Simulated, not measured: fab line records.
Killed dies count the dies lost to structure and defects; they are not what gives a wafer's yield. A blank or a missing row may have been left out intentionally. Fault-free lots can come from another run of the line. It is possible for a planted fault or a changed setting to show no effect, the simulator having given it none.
Which tool is to blame? ; flow sky130 ; 18 wafers from 6 lots sampled at 3 of the route's 708 steps

== WHAT THE GAUGES SHOWED, per wafer ==
SKY_LDD_HVP_TW_MEAS_10.
lot;measured;on;LDD_HVP_TW
L661;day 22 13:09;film-metro-01;466 465 467
L665;day 23 12:38;film-metro-01;464 465 465
L666;day 24 02:50;film-metro-04;459 461 457
L671;day 25 22:46;film-metro-01;495 497 493
L677;day 27 18:29;film-metro-04;463 460 462
L681;day 29 06:07;film-metro-03;453 454 456

== WHAT TOOL EACH LOT RAN ON (gives the tool, then ch and the chambers of the sampled wafers, and finally the start) ==
lot;SKY_LDD_HVN_STRIP_09;SKY_LDD_HVP_IMPLANT_08
L661;plasma-asher-02 ch 0,1, day 21 05:31;implanter-03 ch 0, day 22 12:54
L665;plasma-asher-01 ch 0,1, day 22 07:24;implanter-03 ch 0, day 23 12:25
L666;plasma-asher-01 ch 0,1, day 22 20:38;implanter-01 ch 0, day 24 02:37
L671;plasma-asher-01 ch 0,1, day 24 17:15;implanter-01 ch 0, day 25 22:31
L677;plasma-asher-01 ch 0,1, day 26 14:06;implanter-03 ch 0, day 27 18:17
L681;plasma-asher-03 ch 0,1, day 28 01:42;implanter-03 ch 0, day 29 05:53
- SKY_LDD_HVN_STRIP_09: strips in O2/N2.
- SKY_LDD_HVP_IMPLANT_08

== THE ANSWER, worked out from the rows above alone ==
Rule: what is usual is taken from the lots themselves. The widest of any qualifying gaps counts: lots, ordered by their means at a reading, are off when they make up no more than a third of the lots, leave a main group of 4 or more, and stand apart from it by 3 or more times the standard deviation of that group's means. Not used: any main group whose means are identical at the precision the tables above print for the reading. Also off: a lot with no number at a reading for which 4 or more lots have one. All remaining lots with rows at the step are treated as sound.
Off: at SKY_LDD_HVP_TW_MEAS_10 (LDD_HVP_TW), L671. The main group has a mean of 461 with a standard deviation of 4.2.
A tool fits if, at a process step before that reading, it ran every lot that is off, and no sound lot after the first of them. Gauges at SKY_LDD_HVP_TW_MEAS_10: tried the same way as those tools. Can't be told from this: 2 tools fit, implanter-01 at SKY_LDD_HVP_IMPLANT_08, film-metro-01 at SKY_LDD_HVP_TW_MEAS_10.

== WHAT THE SIMULATOR HAD INSERTED ==
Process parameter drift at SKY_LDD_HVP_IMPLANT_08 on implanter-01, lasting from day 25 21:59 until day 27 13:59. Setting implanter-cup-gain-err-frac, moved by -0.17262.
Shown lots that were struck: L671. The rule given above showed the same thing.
